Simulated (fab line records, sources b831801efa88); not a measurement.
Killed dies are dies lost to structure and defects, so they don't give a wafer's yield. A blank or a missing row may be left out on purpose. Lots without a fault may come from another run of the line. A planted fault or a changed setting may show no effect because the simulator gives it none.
Which tool did it? | flow gf180mcu | 6 lots, 18 wafers sampled, at 4 steps of a route of 602

WHAT THE GAUGES READ, wafer by wafer
GF_VT_IMPLANT_RS_MEAS_49: measures by four-point-probe.
lot  | measured     | on            | MVPSD_RS (ohm/sq)
L805 | day 8 08:23  | film_metro-03 | 1171 1168 1169
L810 | day 9 13:31  | film_metro-04 | 1167 1170 1164
L812 | day 10 01:40 | film_metro-02 | 1171 1171 1166
L814 | day 10 15:26 | film_metro-03 | 1172 1171 1169
L816 | day 11 04:29 | film_metro-04 | 1168 1167 1168
L824 | day 13 11:35 | film_metro-04 | 1165 1162 1167

WHICH TOOL RAN EACH LOT (tool, then ch and the chambers of the sampled wafers, then the start)
lot  | GF_VT_IMPLANT_STRIP_09               | GF_VT_IMPLANT_STRIP_31               | GF_VT_IMPLANT_RTA_45
L805 | plasma_asher-04 ch 0,1, day 6 08:45  | plasma_asher-03 ch 0,1, day 7 15:26  | rtp_anneal-02 ch 0, day 8 07:56
L810 | plasma_asher-04 ch 0,1, day 7 11:11  | plasma_asher-03 ch 1, day 8 19:59    | rtp_anneal-01 ch 0, day 9 13:02
L812 | plasma_asher-03 ch 0,1, day 7 22:08  | plasma_asher-04 ch 0,1, day 9 08:14  | rtp_anneal-02 ch 0, day 10 01:12
L814 | plasma_asher-02 ch 0,1, day 8 11:29  | plasma_asher-02 ch 0, day 9 20:38    | rtp_anneal-02 ch 0, day 10 14:59
L816 | plasma_asher-03 ch 1, day 8 21:56    | plasma_asher-04 ch 0,1, day 10 09:11 | rtp_anneal-01 ch 0, day 11 04:01
L824 | plasma_asher-02 ch 0,1, day 11 00:56 | plasma_asher-03 ch 0,1, day 12 15:02 | rtp_anneal-02 ch 0, day 13 11:07
- GF_VT_IMPLANT_STRIP_09: strips in O2/N2.
- GF_VT_IMPLANT_STRIP_31: strips in O2/N2.
- GF_VT_IMPLANT_RTA_45: time 30 s.

THE ANSWER, worked out from the rows above alone
Rule: what is usual is taken from the lots themselves. Put in order of their means at a reading, lots are off if they are a third of the lots or fewer, leave a main group of 4 or more, and stand apart from it by a gap of 3 or more times the standard deviation of the main group's means; of several such gaps the widest counts. A main group whose means are all the same, to the digits that the tables above print for the reading, isn't used. A lot without any number at a reading at which 4 lots or more have one is off too. The other lots that the step has rows for count as sound.
No lot is off at any reading shown: from this, nothing can be told.

WHAT THE SIMULATOR HAD PUT IN
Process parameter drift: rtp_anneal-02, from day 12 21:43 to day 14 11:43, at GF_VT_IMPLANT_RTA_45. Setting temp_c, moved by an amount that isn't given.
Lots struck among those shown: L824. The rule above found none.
